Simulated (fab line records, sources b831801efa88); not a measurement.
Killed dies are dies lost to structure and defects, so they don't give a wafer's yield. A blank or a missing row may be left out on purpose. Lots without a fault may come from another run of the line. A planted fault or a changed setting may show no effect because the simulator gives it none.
Which tool did it? | flow gf180mcu | 10 lots, 30 wafers sampled, at 5 steps of a route of 602

WHAT THE GAUGES READ, wafer by wafer
GF_MIM_RS_MEAS_10: measures by four-point-probe.
lot  | measured     | on            | MIM_ALCU_RS (ohm/sq)
L728 | day 24 12:55 | film_metro-01 | 0.1559 0.1581 0.1559
L729 | day 24 21:02 | film_metro-04 | 0.1618 0.1609 0.1619
L731 | day 25 19:29 | film_metro-01 | 0.1609 0.1612 0.1636
L732 | day 26 02:49 | film_metro-01 | 0.1582 0.1568 0.1598
L734 | day 26 11:25 | film_metro-01 | 0.1588 0.1596 0.1584
L733 | day 26 12:28 | film_metro-03 | 0.1632 0.1611 0.1607
L742 | day 28 17:52 | film_metro-04 | 0.1603 0.1622 0.1619
L745 | day 29 19:36 | film_metro-04 | 0.1626 0.1624 0.1716
L746 | day 30 03:56 | film_metro-04 | 0.1605 0.1609 0.1693
L748 | day 30 21:24 | film_metro-01 | 0.1608 0.1594 0.1589

WHICH TOOL RAN EACH LOT (tool, then ch and the chambers of the sampled wafers, then the start)
lot  | GF_V4_ETCH_16                      | GF_MIM_CVD_05                   | GF_MIM_SPUTTER_08            | GF_MIM_SPUTTER_09
L728 | rie_diel-01 ch 2,3, day 24 11:02   | pecvd-02 ch 0,2, day 24 12:41   | pvd_sputter-01, day 24 12:50 | pvd_sputter-01, day 24 12:51
L729 | rie_diel-03 ch 0,2,3, day 24 19:05 | pecvd-01 ch 0,2, day 24 20:49   | pvd_sputter-02, day 24 20:57 | pvd_sputter-02, day 24 20:58
L731 | rie_diel-01 ch 2,3, day 25 17:38   | pecvd-04 ch 0,1, day 25 19:15   | pvd_sputter-02, day 25 19:23 | pvd_sputter-02, day 25 19:25
L732 | rie_diel-04 ch 0,1,2, day 26 01:02 | pecvd-04 ch 1,2, day 26 02:37   | pvd_sputter-01, day 26 02:45 | pvd_sputter-01, day 26 02:46
L734 | rie_diel-04 ch 0,1,3, day 26 09:38 | pecvd-02 ch 0,2, day 26 11:13   | pvd_sputter-02, day 26 11:22 | pvd_sputter-02, day 26 11:23
L733 | rie_diel-01 ch 1,2,3, day 26 10:41 | pecvd-04 ch 0,2, day 26 12:16   | pvd_sputter-02, day 26 12:23 | pvd_sputter-02, day 26 12:25
L742 | rie_diel-01 ch 1,2,3, day 28 15:59 | pecvd-01 ch 0,1,2, day 28 17:39 | pvd_sputter-03, day 28 17:47 | pvd_sputter-03, day 28 17:49
L745 | rie_diel-03 ch 0,1, day 29 17:26   | pecvd-01 ch 1,2, day 29 19:22   | pvd_sputter-02, day 29 19:30 | pvd_sputter-02, day 29 19:32
L746 | rie_diel-01 ch 1,3, day 30 01:47   | pecvd-02 ch 0,2, day 30 03:43   | pvd_sputter-02, day 30 03:51 | pvd_sputter-02, day 30 03:53
L748 | rie_diel-03 ch 1,2, day 30 19:35   | pecvd-01 ch 1,2, day 30 21:10   | pvd_sputter-03, day 30 21:18 | pvd_sputter-03, day 30 21:19
- GF_V4_ETCH_16: etches BARC in N2/H2.
- GF_MIM_CVD_05: deposits Si3N4, target thk 42 nm, time 29.086 s.
- GF_MIM_SPUTTER_08: material AlCu, target thk 200 nm, time 10.6 s.
- GF_MIM_SPUTTER_09: material TiN, target thk 35 nm, time 29.2 s.

THE ANSWER, worked out from the rows above alone
Rule: what is usual is taken from the lots themselves. Put in order of their means at a reading, lots are off if they are a third of the lots or fewer, leave a main group of 4 or more, and stand apart from it by a gap of 3 or more times the standard deviation of the main group's means; of several such gaps the widest counts. A main group whose means are all the same, to the digits that the tables above print for the reading, isn't used. A lot without any number at a reading at which 4 lots or more have one is off too. The other lots that the step has rows for count as sound.
No lot is off at any reading shown: from this, nothing can be told.

WHAT THE SIMULATOR HAD PUT IN
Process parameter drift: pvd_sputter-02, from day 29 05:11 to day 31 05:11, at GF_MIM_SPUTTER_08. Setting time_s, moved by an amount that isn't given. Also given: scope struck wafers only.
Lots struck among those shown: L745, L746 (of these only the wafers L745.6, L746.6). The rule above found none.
